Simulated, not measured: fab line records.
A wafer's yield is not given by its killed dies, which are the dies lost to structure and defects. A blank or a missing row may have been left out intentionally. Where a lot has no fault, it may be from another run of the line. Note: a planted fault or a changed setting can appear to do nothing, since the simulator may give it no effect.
Problem report in the 8D (eight disciplines) form, filled by code -- flow gf180mcu -- the parts of the form that need people (team, actions taken, sign-off) are left out

1. WHAT IS WRONG
Wafers with no fault read 60.00 rpm with a standard deviation of 0.041, whereas platenRpm at GF_V2_CMP_26 reads a mean of 54.00 rpm on 1 wafer of 1 lot. So: -99 or more standard deviations from the usual mean.
The step: polishes, stops on SiO2, t overpolish 15 s, target thk 0 nm.
First observed at day 26 02:46: wafer L600.1, on cmp-01. Wafers with a number at this step in the record: 27, from 9 lots. Rule for "out" (also "out of limits"): further than 4 standard deviations from the usual mean. The rest of the wafers with a number are treated as sound.

2. WHAT IT IS AND WHAT IT IS NOT
question,is,is not
which readings at this step,platenRpm,"motorCurrentA, overpolishRunS, timeToEndpointS"
which lots,L600,"L585, L586, L587, L588, L589, L597, L602, L603"
which wafers of those lots,L600.1,"L600.3, L600.5"
read on which tools,cmp-01,cmp-02
when,from day 26 02:46,"up to then (20 sound wafers); but 6 sound wafers of L602, L603 came after"

3. SUSPECTS, AND WHAT RULES EACH OUT
Counting: a tool at a process step up to the reading stays a suspect if it ran every lot that is out. Sound lots after the first of them don't rule it out here, since some wafers of a struck lot are sound.
- cmp-01 at GF_V2_CMP_26 (polishes, stops on SiO2, t overpolish 15 s, target thk 0 nm): kept. The lot that is out, L600, ran on it at day 26 02:46; the last sound lot it ran before that was L587, at day 20 21:59. Its own readings are out on those wafers: platenRpm.
- At GF_V2_CMP_26, inside cmp-01: chamber 1 took the wafers that are out, while their sound lot-mates went through chambers 0, 2.
After counting, what remains is cmp-01 at GF_V2_CMP_26.

4. THE CAUSE (what the simulator had put in)
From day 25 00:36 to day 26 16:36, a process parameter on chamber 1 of cmp-01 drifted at GF_V2_CMP_26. From 60, the setting platenRpm moved by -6. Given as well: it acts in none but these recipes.
After counting, this tool was the only one left.

5. SEQUENCE OF EFFECTS, ordered by route
One row per reading whose mean, taken over the struck wafers that have a number, lies over 3 standard deviations from the usual. Only readings whose record carries a usual standard deviation are examined. hours: median over the lots of the time between each lot's start at the first step of this table that gives one and its start at this step. sigmas: the change, counted in usual standard deviations.
hours,step,reading,usual,on struck wafers,change,sigmas
0,GF_V2_CMP_26,platenRpm,60.00 rpm,54.00,-6.00,-99 or more
It contains these process steps:
- GF_V2_CMP_26: polishes, stops on SiO2, t overpolish 15 s, target thk 0 nm.

6. WHAT WOULD HAVE CAUGHT IT SOONER
26 hours passed between the start of the fault at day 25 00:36 and the first reading out of limits in this record, taken at day 26 02:46.
